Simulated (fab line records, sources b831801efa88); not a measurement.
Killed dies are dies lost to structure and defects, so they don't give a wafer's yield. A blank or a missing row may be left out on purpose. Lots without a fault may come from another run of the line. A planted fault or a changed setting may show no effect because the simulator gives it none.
Which tool did it? | flow gf180mcu | 12 lots, 36 wafers sampled, at 3 steps of a route of 602

WHAT THE GAUGES READ, wafer by wafer
GF_PSD_CD_MEAS_07: target cd 400 nm.
lot  | measured     | on        | cd_nm (nm)
L912 | day 14 00:10 | cd_sem-02 | 401.3 401.7 399.5
L915 | day 15 05:10 | cd_sem-01 | 402.7 401.0 401.9
L917 | day 15 22:39 | cd_sem-01 | 403.0 404.2 404.9
L918 | day 16 08:21 | cd_sem-01 | 398.9 399.5 398.3
L919 | day 16 18:35 | cd_sem-01 | 401.4 401.0 397.5
L922 | day 18 00:55 | cd_sem-01 | 398.3 398.8 399.6
L927 | day 19 15:32 | cd_sem-01 | 395.8 397.0 396.2
L929 | day 20 04:36 | cd_sem-02 | 398.4 400.0 401.1
L930 | day 20 10:54 | cd_sem-02 | 398.0 397.4 398.1
L933 | day 21 15:22 | cd_sem-01 | 397.4 397.2 397.6
L934 | day 22 00:08 | cd_sem-01 | 399.6 398.9 399.6
L935 | day 22 09:00 | cd_sem-01 | 400.9 403.2 400.5

GF_SAB_CD_MEAS_09: target cd 420 nm.
lot  | measured     | on        | cd_nm (nm)
L912 | day 14 22:25 | cd_sem-01 | 417.6 418.7 418.9
L915 | day 16 03:58 | cd_sem-02 | 419.7 422.3 421.7
L917 | day 16 21:42 | cd_sem-01 | 423.8 425.0 424.0
L918 | day 17 07:09 | cd_sem-01 | 419.4 418.9 418.9
L919 | day 17 18:38 | cd_sem-01 | 421.3 420.2 421.6
L922 | day 19 01:12 | cd_sem-02 | 418.8 417.0 418.2
L927 | day 20 16:13 | cd_sem-01 | 418.5 419.3 418.2
L929 | day 21 05:13 | cd_sem-01 | 417.7 418.4 418.1
L930 | day 21 10:58 | cd_sem-01 | 419.5 419.4 421.2
L933 | day 22 15:44 | cd_sem-01 | 417.5 415.5 416.1
L934 | day 22 23:48 | cd_sem-02 | 421.5 421.5 420.3
L935 | day 23 08:51 | cd_sem-01 | 419.0 419.5 420.4

WHICH TOOL RAN EACH LOT (tool, then ch and the chambers of the sampled wafers, then the start)
lot  | GF_PSD_RTA_13
L912 | rtp_anneal-02 ch 0, day 14 00:41
L915 | rtp_anneal-01 ch 0, day 15 05:41
L917 | rtp_anneal-02 ch 0, day 15 23:10
L918 | rtp_anneal-01 ch 0, day 16 08:52
L919 | rtp_anneal-01 ch 0, day 16 19:05
L922 | rtp_anneal-01 ch 0, day 18 01:26
L927 | rtp_anneal-01 ch 0, day 19 16:02
L929 | rtp_anneal-01 ch 0, day 20 05:11
L930 | rtp_anneal-02 ch 0, day 20 11:25
L933 | rtp_anneal-01 ch 0, day 21 15:53
L934 | rtp_anneal-01 ch 0, day 22 00:38
L935 | rtp_anneal-01 ch 0, day 22 09:31
- GF_PSD_RTA_13: time 20 s.

WHAT THE TOOLS THEMSELVES READ (means of the sampled wafers that have a number; where no wafer has one, the mark that the record gives instead)
GF_PSD_RTA_13.
lot  | tool          | lamp_power_pct (%) | wafer_temp_C_max
L912 | rtp_anneal-02 | 32.0               | 1030.2
L915 | rtp_anneal-01 | 36.6               | 1031.8
L917 | rtp_anneal-02 | 32.0               | 1029.3
L918 | rtp_anneal-01 | 36.6               | 1030.6
L919 | rtp_anneal-01 | 36.6               | 1030.6
L922 | rtp_anneal-01 | 36.6               | 1031.7
L927 | rtp_anneal-01 | 36.6               | 1031.2
L929 | rtp_anneal-01 | 36.6               | 1032.2
L930 | rtp_anneal-02 | 32.0               | 1029.9
L933 | rtp_anneal-01 | 36.6               | 1031.2
L934 | rtp_anneal-01 | 36.6               | 1031.4
L935 | rtp_anneal-01 | 36.6               | 1031.3

THE ANSWER, worked out from the rows above alone
Rule: what is usual is taken from the lots themselves. Put in order of their means at a reading, lots are off if they are a third of the lots or fewer, leave a main group of 4 or more, and stand apart from it by a gap of 3 or more times the standard deviation of the main group's means; of several such gaps the widest counts. A main group whose means are all the same, to the digits that the tables above print for the reading, isn't used. A lot without any number at a reading at which 4 lots or more have one is off too. The other lots that the step has rows for count as sound. The gauges are gone through in route order, then the tools' own readings, and for those a lot's mean is taken as printed above. The first step at which some lot is off is used, and at that step the reading that is off furthest; a lot without a number counts as furthest.
No lot is off at any reading shown: from this, nothing can be told.

WHAT THE SIMULATOR HAD PUT IN
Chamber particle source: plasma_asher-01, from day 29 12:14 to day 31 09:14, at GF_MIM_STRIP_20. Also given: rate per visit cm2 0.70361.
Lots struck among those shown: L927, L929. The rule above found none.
